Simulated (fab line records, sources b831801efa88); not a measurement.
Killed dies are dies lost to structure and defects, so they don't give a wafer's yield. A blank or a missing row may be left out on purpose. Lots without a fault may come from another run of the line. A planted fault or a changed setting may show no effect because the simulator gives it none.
Problem report in the 8D (eight disciplines) form, filled by code | flow sky130 | the parts of the form that need people (team, actions taken, sign-off) are left out

1. THE PROBLEM
chamber_pressure_pa at SKY_CAP2M_SPUTTER_02 reads a mean of 0.4552 Pa on 6 wafers of 2 lots; wafers without a fault read 0.4001 Pa with a standard deviation of 0.0009. That is +61 standard deviations from the usual mean.
The step: material TiN, target thk 200 nm, time 166.7 s.
First seen on wafer L941.1, day 45 22:49, on pvd_sputter-03. The record holds 12 wafers of 4 lots with a number at this step. Rule for "out", or "out of limits": more than 4 standard deviations from the usual mean. The other wafers with a number count as sound.

2. WHAT IT IS AND WHAT IT IS NOT
question                    | is                     | is not
which readings at this step | chamber_pressure_pa    | substrate_temp_c
which lots                  | L941, L942             | L921, L924
which wafers of those lots  | all that have a number | -
read on which tools         | pvd_sputter-03         | pvd_sputter-04
when                        | from day 45 22:49      | up to then (6 sound wafers)

3. SUSPECTS, AND WHAT RULES EACH OUT
Counting: a tool at a process step up to the reading stays a suspect if it ran every lot that is out and no sound lot after the first of them.
- pvd_sputter-03 at SKY_CAP2M_SPUTTER_02 (material TiN, target thk 200 nm, time 166.7 s): kept. It ran every lot that is out, first L941 (day 45 22:49), and no sound lot after that; its last sound lot up to then is L921 (day 40 05:36). Its own readings are out on those wafers: chamber_pressure_pa.
Left after counting: pvd_sputter-03 at SKY_CAP2M_SPUTTER_02.

4. THE CAUSE (what the simulator had put in)
Process parameter drift: pvd_sputter-03, from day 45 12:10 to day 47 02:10, at SKY_CAP2M_SPUTTER_02. Setting chamber_pressure_pa, moved by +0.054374, from 0.4. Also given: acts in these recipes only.
Counting left only this tool.

5. THE CHAIN OF EFFECTS, in route order
Each row: a reading whose mean over the struck wafers that have a number lies more than 3 standard deviations from the usual. Only readings for which the record gives a usual standard deviation are gone through. hours: the time from each lot's start at the first step in this table that gives one to its start at this step, as a median over the lots. sigmas: the change in usual standard deviations.
hours | step                 | reading             | usual     | on struck wafers | change  | sigmas
0     | SKY_CAP2M_SPUTTER_02 | chamber_pressure_pa | 0.4001 Pa | 0.4552           | +0.0551 | +61
The process steps in it:
- SKY_CAP2M_SPUTTER_02: material TiN, target thk 200 nm, time 166.7 s.

6. WHAT WOULD HAVE CAUGHT IT SOONER
In this record the first reading out of limits was taken at day 45 22:49, 11 hours after the fault began at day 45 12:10.
